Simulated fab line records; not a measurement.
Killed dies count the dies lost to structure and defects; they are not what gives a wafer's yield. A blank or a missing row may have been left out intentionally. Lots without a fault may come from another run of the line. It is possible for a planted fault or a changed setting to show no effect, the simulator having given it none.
A lot that was struck, set against a sound lot || flow sky130 || 30 steps out of a route of 708
Sound: wafers L405.1, L405.2, L405.6. Wafers struck: L415.2, L415.4, L415.5. At the end, the cause is stated.
Order at every step that has rows: each side's tool, ch and its chambers, its first start. Under that, the readings that differ: sound wafers || struck wafers || difference of the means || sigmas: that difference in standard deviations of wafers without a fault.
alike: readings with means less than 2 such deviations apart, plus words and numbers identical on both sides. not compared: withheld readings, readings lacking a value on some wafer, bounds such as >300 that could conceal the same value, and numbers that have no deviation in the record and whose values overlap.
Wherever a step has rows on one side only, a row that says differs or no value, or a row with sigmas, the two part there. Numbers that don't overlap but have no deviation are shown without sigmas and don't part them. Lack of a reading on every wafer of one side parts them only where that side has two or more wafers.

first, 5 steps without rows for these wafers: SKY_SONOS_ONO_COAT_08 (resist thk 1140 nm); SKY_SONOS_ONO_SOFTBAKE_09 (time 60 s); SKY_SONOS_ONO_EXPOSE_10 (exposes mask ONOM, target cd 410 nm); SKY_SONOS_ONO_PEB_11; SKY_SONOS_ONO_DEVELOP_12 (develop time 60 s).
SKY_SONOS_ONO_CD_MEAS_13: the cd target is 410 nm.
  struck on cd sem-01, day 17 08:44; sound on cd sem-01, day 14 12:44
{"reading": "cd nm (nm)", "sound": "412.3 413.1 410.9", "struck": "407.0 406.7 406.8", "difference": -5.3, "sigmas": -2}
SKY_SONOS_ONO_OVL_MEAS_14:
  struck on overlay-02, day 17 08:51; sound on overlay-02, day 14 12:51
  alike: SONOS_ONO_OVL
SKY_SONOS_ONO_ETCH_15: etches the open film in CHF3/O2, target depth 19.52 nm, time 7.8 s.
  sound on rie diel-01 ch 0,2,3, day 14 12:53; struck on rie diel-02 ch 1,2, day 17 08:53
  alike: drypump motor current A, oes product au, throttle valve pct
  not compared: rf hours counter h
then, 1 step without rows for these wafers: SKY_SONOS_ONO_WET_ETCH_16 (etches SiO2 in dHF, target depth 14 nm, time 280 s).
SKY_SONOS_ONO_STRIP_17: strips in O2/N2.
  sound on plasma asher-01 ch 0,1, day 14 13:00; struck on plasma asher-03 ch 0,1, day 17 08:59
  alike: drypump motor current A, oes product au, strip time to endpoint s
  not compared: rf hours counter h
then, 2 steps without rows for these wafers: SKY_SONOS_ONO_WET_ETCH_18 (etches Si3N4 in H3PO4, target depth 15 nm, time 172 s); SKY_GATE_OXIDE_CLEAN_00 (cleans in SC1/SC2, time 150 s).
SKY_GATE_OXIDE_OXIDATION_01: stabilise 600 s, purge 300 s, target thk 10.268 nm.
  sound on furnace-02 ch 0, day 14 14:19; struck on furnace-02 ch 0, day 17 11:25
SKY_GATE_OXIDE_THK_MEAS_02:
  struck on film metro-04, day 17 12:50; sound on film metro-04, day 14 15:43
{"reading": "GATE_OXIDE_OXIDATION_00_THK (nm)", "sound": "10.45 10.48 10.38", "struck": "16.62 16.75 16.92", "difference": "+6.33", "sigmas": "+35"}
then, 7 steps without rows for these wafers: SKY_GATE_OXIDE_DEHYDRATE_03 (time 60 s); SKY_GATE_OXIDE_HMDS_04 (prime time 60 s); SKY_GATE_OXIDE_COAT_05 (resist thk 1140 nm); SKY_GATE_OXIDE_SOFTBAKE_06 (time 60 s); SKY_GATE_OXIDE_EXPOSE_07 (exposes mask LVOM, target cd 600 nm); SKY_GATE_OXIDE_PEB_08; SKY_GATE_OXIDE_DEVELOP_09 (develop time 60 s).
SKY_GATE_OXIDE_OVL_MEAS_10:
  struck on overlay-02, day 18 16:35; sound on overlay-02, day 15 17:58
  alike: GATE_OXIDE_OVL
then, 2 steps without rows for these wafers: SKY_GATE_OXIDE_IMPLANT_11; SKY_GATE_OXIDE_WET_ETCH_12 (etches SiO2 in dHF, target depth 16.8 nm, time 336 s).
SKY_GATE_OXIDE_STRIP_13: strips in O2/N2.
  sound on plasma asher-04 ch 0,1, day 15 18:16; struck on plasma asher-01 ch 1, day 18 16:52
  alike: drypump motor current A, oes product au, strip time to endpoint s
  not compared: rf hours counter h
SKY_GATE_OXIDE_TW_MEAS_14:
  struck on film metro-04, day 18 16:59; sound on film metro-02, day 15 18:22
  alike: GATE_OXIDE_TW
SKY_GATE_OXIDE_CLEAN_15: cleans in SC1/SC2, time 150 s.
  sound on wet bench-04 ch 0, day 15 18:25; struck on wet bench-04 ch 2, day 18 17:02
{"reading": "model.SiO2_of_GATE_OXIDE_OXIDATION_01.thk nm (nm)", "sound": "10.15 10.1 10.05", "struck": "16.3 16.45 16.62", "difference": "+6.4", "sigmas": ""}
  alike: bath guard temp C
SKY_GATE_OXIDE_OXIDATION_16: stabilise 600 s, purge 300 s, target thk 3.57 nm.
  sound on furnace-02 ch 0, day 15 20:27; struck on furnace-01 ch 0, day 18 18:34
{"reading": "model.SiO2_of_GATE_OXIDE_OXIDATION_01.thk nm (nm)", "sound": "11.82 11.79 11.72", "struck": "17.61 17.75 17.92", "difference": "+5.98", "sigmas": ""}
then, 1 step without rows for these wafers: SKY_POLY_GATE_CVD_00 (deposits poly-Si, target thk 180 nm, time 720 s).
-- the record jumps here: 31 days lie between the struck wafers' starts before and after (it left off in module POLY_GATE and takes up again in module PAD_OPEN, whose first step shown is number 708 of the route) --
SKY_PAD_OPEN_PROBE_99:
  struck on prober-01, day 49 06:54; sound on prober-01, day 47 07:08
{"reading": "model.etest.nfet_16v.r on ohm um", "sound": "1.429e+04 1.422e+04 1.421e+04", "struck": "1.744e+04 1.761e+04 1.774e+04", "difference": "+3.357e+03", "sigmas": ""}
{"reading": "model.etest.tip sonos.rs ohm sq", "sound": "2761 2713 2699", "struck": "5235 5228 5393", "difference": "+2561", "sigmas": ""}
{"reading": "model.etest.pfet_16v.r on ohm um", "sound": "1.561e+04 1.537e+04 1.542e+04", "struck": "1.767e+04 1.814e+04 1.783e+04", "difference": "+2.413e+03", "sigmas": ""}
{"reading": "model.etest.pfet g5v0d10v5.r on ohm um", "sound": "4729 4745 4766", "struck": "6222 6196 6305", "difference": "+1494", "sigmas": ""}
{"reading": "model.etest.nfet g5v0d10v5.r on ohm um", "sound": "1882 1887 1897", "struck": "2424 2472 2462", "difference": "+564", "sigmas": ""}
{"reading": "model.etest.tip p.rs ohm sq", "sound": "7034 7008 7060", "struck": "7205 7179 7222", "difference": "+168", "sigmas": ""}
{"reading": "model.etest.nfet g5v0d10v5.drive ua um", "sound": "600.8 598.3 597.8", "struck": "395.5 389.6 388.1", "difference": -207.9, "sigmas": ""}
{"reading": "model.etest.pfet_01v8.r on ohm um", "sound": "2953 2966 3038", "struck": "3066 3089 3103", "difference": "+100", "sigmas": ""}
  alike: killed_at_M0_to_M3, killed_at_M4_up, killed at contacts, killed at front end, killed at other, killed dies, killed open, killed short

WHERE THEY PART
At SKY_SONOS_ONO_CD_MEAS_13 first; at SKY_GATE_OXIDE_THK_MEAS_02 last (within this record only). Later steps at which nothing parts them and some readings are alike: SKY_GATE_OXIDE_OVL_MEAS_10, SKY_GATE_OXIDE_STRIP_13, SKY_GATE_OXIDE_TW_MEAS_14, SKY_GATE_OXIDE_CLEAN_15, SKY_PAD_OPEN_PROBE_99.

WHY: what had been put in by the simulator
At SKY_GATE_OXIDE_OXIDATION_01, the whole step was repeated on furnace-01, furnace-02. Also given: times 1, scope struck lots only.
